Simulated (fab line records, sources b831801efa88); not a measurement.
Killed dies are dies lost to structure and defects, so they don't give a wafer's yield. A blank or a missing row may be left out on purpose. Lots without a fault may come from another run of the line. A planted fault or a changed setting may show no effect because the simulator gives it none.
Which tool did it? | flow sky130 | 24 lots, 72 wafers sampled, at 6 steps of a route of 708

WHAT THE GAUGES READ, wafer by wafer
SKY_FIELD_ISO_THK_MEAS_04.
lot  | measured    | on            | FIELD_ISO_CVD_03_THK (nm)
L074 | day 1 18:59 | film_metro-03 | 165.3 164.1 164.4
L075 | day 1 18:59 | film_metro-02 | 167.0 167.7 166.4
L076 | day 2 06:21 | film_metro-04 | 165.8 167.0 166.8
L077 | day 2 08:08 | film_metro-03 | 163.2 163.9 163.9
L078 | day 2 11:17 | film_metro-04 | 163.5 163.0 162.2
L079 | day 2 18:02 | film_metro-04 | 165.2 164.7 165.6
L080 | day 2 23:56 | film_metro-02 | 167.3 166.3 167.8
L081 | day 3 05:43 | film_metro-03 | 163.8 162.1 162.7
L082 | day 3 05:44 | film_metro-02 | 166.2 166.4 166.4
L083 | day 3 15:08 | film_metro-04 | 165.2 163.0 165.2
L084 | day 3 21:35 | film_metro-04 | 165.3 164.3 164.7
L085 | day 4 02:34 | film_metro-03 | 164.5 164.4 165.2
L086 | day 4 02:34 | film_metro-04 | 163.8 164.4 163.5
L087 | day 4 07:39 | film_metro-03 | 165.8 163.1 163.9
L088 | day 4 11:35 | film_metro-04 | 166.5 165.0 166.5
L089 | day 4 17:19 | film_metro-04 | 168.0 167.8 165.6
L090 | day 4 21:29 | film_metro-02 | 165.3 166.6 165.2
L091 | day 5 04:18 | film_metro-04 | 164.6 164.3 164.3
L092 | day 5 08:32 | film_metro-04 | 164.8 164.6 164.8
L093 | day 5 16:09 | film_metro-03 | 167.9 166.6 167.3
L094 | day 5 19:48 | film_metro-03 | 164.6 165.7 165.9
L095 | day 6 01:37 | film_metro-03 | 166.3 167.2 167.6
L096 | day 6 05:07 | film_metro-04 | 168.4 168.3 168.4
L097 | day 6 08:29 | film_metro-03 | 166.4 166.3 166.0

SKY_VIA1_CD_MEAS_12: target cd 150 nm.
lot  | measured     | on        | cd_nm (nm)
L074 | day 34 17:37 | cd_sem-01 | 146.6 146.2 145.7
L075 | day 34 18:17 | cd_sem-01 | 150.3 150.7 151.2
L076 | day 35 17:44 | cd_sem-02 | 149.8 149.0 151.8
L077 | day 35 18:50 | cd_sem-01 | 152.6 152.0 152.0
L078 | day 36 00:30 | cd_sem-02 | 150.5 149.2 151.1
L079 | day 36 05:06 | cd_sem-02 | 148.8 150.6 150.6
L080 | day 36 13:58 | cd_sem-01 | 151.5 152.1 150.6
L081 | day 36 15:44 | cd_sem-02 | 149.9 150.9 149.8
L082 | day 36 13:00 | cd_sem-02 | 148.0 149.7 149.6
L083 | day 36 18:37 | cd_sem-02 | 149.8 150.2 149.2
L084 | day 37 07:11 | cd_sem-01 | 149.1 149.9 148.8
L085 | day 37 21:05 | cd_sem-02 | 148.3 147.8 150.9
L086 | day 37 17:15 | cd_sem-02 | 151.8 151.7 152.0
L087 | day 37 23:41 | cd_sem-02 | 150.5 151.2 151.3
L088 | day 38 10:41 | cd_sem-02 | 148.7 149.5 150.7
L089 | day 39 13:01 | cd_sem-01 | 153.7 152.0 152.4
L090 | day 39 14:56 | cd_sem-01 | 151.3 152.4 152.4
L091 | day 39 14:19 | cd_sem-02 | 150.9 150.1 152.0
L092 | day 39 16:33 | cd_sem-01 | 147.0 147.2 149.3
L093 | day 39 22:41 | cd_sem-02 | 148.6 151.0 150.1
L094 | day 40 09:21 | cd_sem-01 | 149.2 146.4 148.1
L095 | day 40 14:56 | cd_sem-01 | 151.5 152.2 151.7
L096 | day 40 19:55 | cd_sem-01 | 151.2 150.6 152.7
L097 | day 40 22:02 | cd_sem-01 | 150.1 150.0 149.5

SKY_VIA2_RS_MEAS_22: measures by four-point-probe.
lot  | measured     | on            | VIA2_W_RS (ohm/sq)
L074 | day 37 01:25 | film_metro-02 | 0.270 0.271 0.266
L075 | day 37 01:32 | film_metro-03 | 0.270 0.271 0.272
L076 | day 38 01:35 | film_metro-03 | 0.267 0.270 0.265
L077 | day 38 03:02 | film_metro-03 | 0.269 0.269 0.273
L078 | day 38 08:09 | film_metro-03 | 0.269 0.270 0.268
L079 | day 38 12:19 | film_metro-03 | 0.270 0.269 0.271
L080 | day 38 21:41 | film_metro-03 | 0.269 0.270 0.271
L081 | day 39 01:30 | film_metro-02 | 0.269 0.272 0.267
L082 | day 38 20:32 | film_metro-02 | 0.268 0.270 0.268
L083 | day 39 02:30 | film_metro-03 | 0.269 0.274 0.266
L084 | day 39 13:46 | film_metro-04 | 0.256 0.263 0.258
L085 | day 40 02:22 | film_metro-03 | 0.270 0.276 0.275
L086 | day 39 23:06 | film_metro-02 | 0.265 0.265 0.267
L087 | day 40 05:14 | film_metro-04 | 0.268 0.273 0.271
L088 | day 40 14:58 | film_metro-03 | 0.272 0.270 0.268
L089 | day 41 17:07 | film_metro-03 | 0.273 0.273 0.269
L090 | day 41 18:10 | film_metro-02 | 0.268 0.265 0.268
L091 | day 41 17:30 | film_metro-02 | 0.270 0.269 0.271
L092 | day 41 18:32 | film_metro-04 | 0.262 0.264 0.262
L093 | day 42 02:46 | film_metro-04 | 0.271 0.271 0.269
L094 | day 42 13:13 | film_metro-04 | 0.268 0.267 0.263
L095 | day 42 21:44 | film_metro-04 | 0.266 0.272 0.268
L096 | day 42 23:46 | film_metro-04 | 0.268 0.269 0.267
L097 | day 43 01:38 | film_metro-03 | 0.266 0.270 0.270

SKY_VIA2_THK_MEAS_23: measures by xrf.
lot  | measured     | on            | VIA2_W_THK (nm)
L074 | day 37 01:32 | film_metro-02 | 428 424 437
L075 | day 37 01:40 | film_metro-03 | 426 424 420
L076 | day 38 01:41 | film_metro-03 | 434 426 435
L077 | day 38 03:09 | film_metro-03 | 430 428 421
L078 | day 38 08:16 | film_metro-03 | 427 431 431
L079 | day 38 12:26 | film_metro-03 | 424 431 425
L080 | day 38 21:47 | film_metro-03 | 427 426 428
L081 | day 39 01:37 | film_metro-02 | 426 425 430
L082 | day 38 20:39 | film_metro-02 | 422 418 422
L083 | day 39 02:36 | film_metro-03 | 423 416 431
L084 | day 39 13:53 | film_metro-04 | 447 434 444
L085 | day 40 02:29 | film_metro-03 | 425 417 418
L086 | day 39 23:13 | film_metro-02 | 435 436 430
L087 | day 40 05:21 | film_metro-04 | 438 426 429
L088 | day 40 15:04 | film_metro-03 | 424 425 431
L089 | day 41 17:14 | film_metro-03 | 421 422 428
L090 | day 41 18:17 | film_metro-02 | 423 434 423
L091 | day 41 17:36 | film_metro-02 | 420 425 422
L092 | day 41 18:39 | film_metro-04 | 438 436 439
L093 | day 42 02:52 | film_metro-04 | 420 419 422
L094 | day 42 13:20 | film_metro-04 | 426 426 433
L095 | day 42 21:51 | film_metro-04 | 429 418 427
L096 | day 42 23:53 | film_metro-04 | 425 422 424
L097 | day 43 01:45 | film_metro-03 | 439 430 432

SKY_VIA3_THK_MEAS_01.
lot  | measured     | on            | VIA3_HDPCVD_THK (nm)
L074 | day 39 06:37 | film_metro-01 | 1651 1631 1626
L075 | day 39 07:05 | film_metro-01 | 1620 1642 1613
L076 | day 40 05:17 | film_metro-01 | 1632 1634 1629
L077 | day 40 06:38 | film_metro-01 | 1622 1621 1631
L078 | day 40 10:56 | film_metro-02 | 1648 1630 1600
L079 | day 40 15:37 | film_metro-01 | 1637 1636 1639
L080 | day 41 00:11 | film_metro-02 | 1629 1619 1623
L081 | day 41 02:57 | film_metro-02 | 1650 1652 1661
L082 | day 40 22:59 | film_metro-01 | 1663 1664 1645
L083 | day 41 04:32 | film_metro-04 | 1650 1642 1640
L084 | day 41 15:38 | film_metro-04 | 1633 1630 1652
L085 | day 42 04:42 | film_metro-01 | 1637 1639 1615
L086 | day 42 00:41 | film_metro-02 | 1614 1635 1638
L087 | day 42 06:49 | film_metro-02 | 1652 1649 1659
L088 | day 42 16:31 | film_metro-02 | 1620 1629 1624
L089 | day 43 17:46 | film_metro-04 | 1620 1611 1619
L090 | day 43 18:08 | film_metro-01 | 1605 1618 1589
L091 | day 43 17:59 | film_metro-04 | 1622 1645 1640
L092 | day 43 18:30 | film_metro-04 | 1648 1633 1648
L093 | day 44 02:55 | film_metro-04 | 1643 1640 1653
L094 | day 44 13:25 | film_metro-04 | 1642 1652 1638
L095 | day 44 20:43 | film_metro-02 | 1659 1640 1650
L096 | day 44 23:04 | film_metro-04 | 1672 1666 1681
L097 | day 45 02:00 | film_metro-04 | 1644 1634 1632

WHICH TOOL RAN EACH LOT (tool, then ch and the chambers of the sampled wafers, then the start)
lot  | SKY_VIA2_CMP_02
L074 | cmp-01 ch 1,2,3, day 35 23:24
L075 | cmp-02 ch 0,1,2, day 35 23:38
L076 | cmp-01 ch 0,3, day 36 21:56
L077 | cmp-02 ch 1,2,3, day 36 22:54
L078 | cmp-02 ch 0,1,3, day 37 05:00
L079 | cmp-01 ch 0,2,3, day 37 09:53
L080 | cmp-02 ch 2,3, day 37 18:43
L081 | cmp-01 ch 0,1,2, day 37 22:55
L082 | cmp-01 ch 1,2,3, day 37 17:37
L083 | cmp-01 ch 0,1,3, day 38 00:07
L084 | cmp-02 ch 1,2, day 38 11:41
L085 | cmp-02 ch 1,2,3, day 39 01:59
L086 | cmp-01 ch 0,1,2, day 38 21:20
L087 | cmp-02 ch 0,2,3, day 39 03:50
L088 | cmp-02 ch 0,3, day 39 14:14
L089 | cmp-02 ch 0,1,3, day 40 15:56
L090 | cmp-01 ch 1,2, day 40 17:41
L091 | cmp-01 ch 0,2,3, day 40 16:55
L092 | cmp-01 ch 0,1,2, day 40 18:41
L093 | cmp-02 ch 1,2, day 41 01:07
L094 | cmp-02 ch 0,1,2, day 41 11:52
L095 | cmp-02 ch 0,2,3, day 41 20:01
L096 | cmp-02 ch 0,2,3, day 41 23:30
L097 | cmp-02 ch 1,2, day 42 01:19
- SKY_VIA2_CMP_02: polishes SiO2.

WHAT THE TOOLS THEMSELVES READ (means of the sampled wafers that have a number; where no wafer has one, the mark that the record gives instead)
SKY_VIA2_CMP_02.
lot  | tool   | head_pressure_psi (psi) | motor_current_A (A)
L074 | cmp-01 | 3.997                   | 12.4
L075 | cmp-02 | 4.000                   | 11.6
L076 | cmp-01 | 3.997                   | 11.5
L077 | cmp-02 | 3.996                   | 11.9
L078 | cmp-02 | 4.009                   | 12.4
L079 | cmp-01 | 3.994                   | 11.9
L080 | cmp-02 | 4.000                   | 11.5
L081 | cmp-01 | 3.998                   | 12.2
L082 | cmp-01 | 4.010                   | 12.4
L083 | cmp-01 | 4.001                   | 12.5
L084 | cmp-02 | 4.004                   | 11.6
L085 | cmp-02 | 3.998                   | 11.7
L086 | cmp-01 | 4.007                   | 12.1
L087 | cmp-02 | 3.996                   | 11.6
L088 | cmp-02 | 3.995                   | 11.9
L089 | cmp-02 | 4.000                   | 12.1
L090 | cmp-01 | 3.994                   | 12.9
L091 | cmp-01 | 4.003                   | 11.6
L092 | cmp-01 | 4.016                   | 12.3
L093 | cmp-02 | 3.999                   | 11.9
L094 | cmp-02 | 4.000                   | 11.8
L095 | cmp-02 | 3.998                   | 11.8
L096 | cmp-02 | 3.991                   | 11.8
L097 | cmp-02 | 3.995                   | 11.7

THE ANSWER, worked out from the rows above alone
Rule: what is usual is taken from the lots themselves. Put in order of their means at a reading, lots are off if they are a third of the lots or fewer, leave a main group of 4 or more, and stand apart from it by a gap of 3 or more times the standard deviation of the main group's means; of several such gaps the widest counts. A main group whose means are all the same, to the digits that the tables above print for the reading, isn't used. A lot without any number at a reading at which 4 lots or more have one is off too. The other lots that the step has rows for count as sound. The gauges are gone through in route order, then the tools' own readings, and for those a lot's mean is taken as printed above. The first step at which some lot is off is used, and at that step the reading that is off furthest; a lot without a number counts as furthest.
No lot is off at any reading shown: from this, nothing can be told.

WHAT THE SIMULATOR HAD PUT IN
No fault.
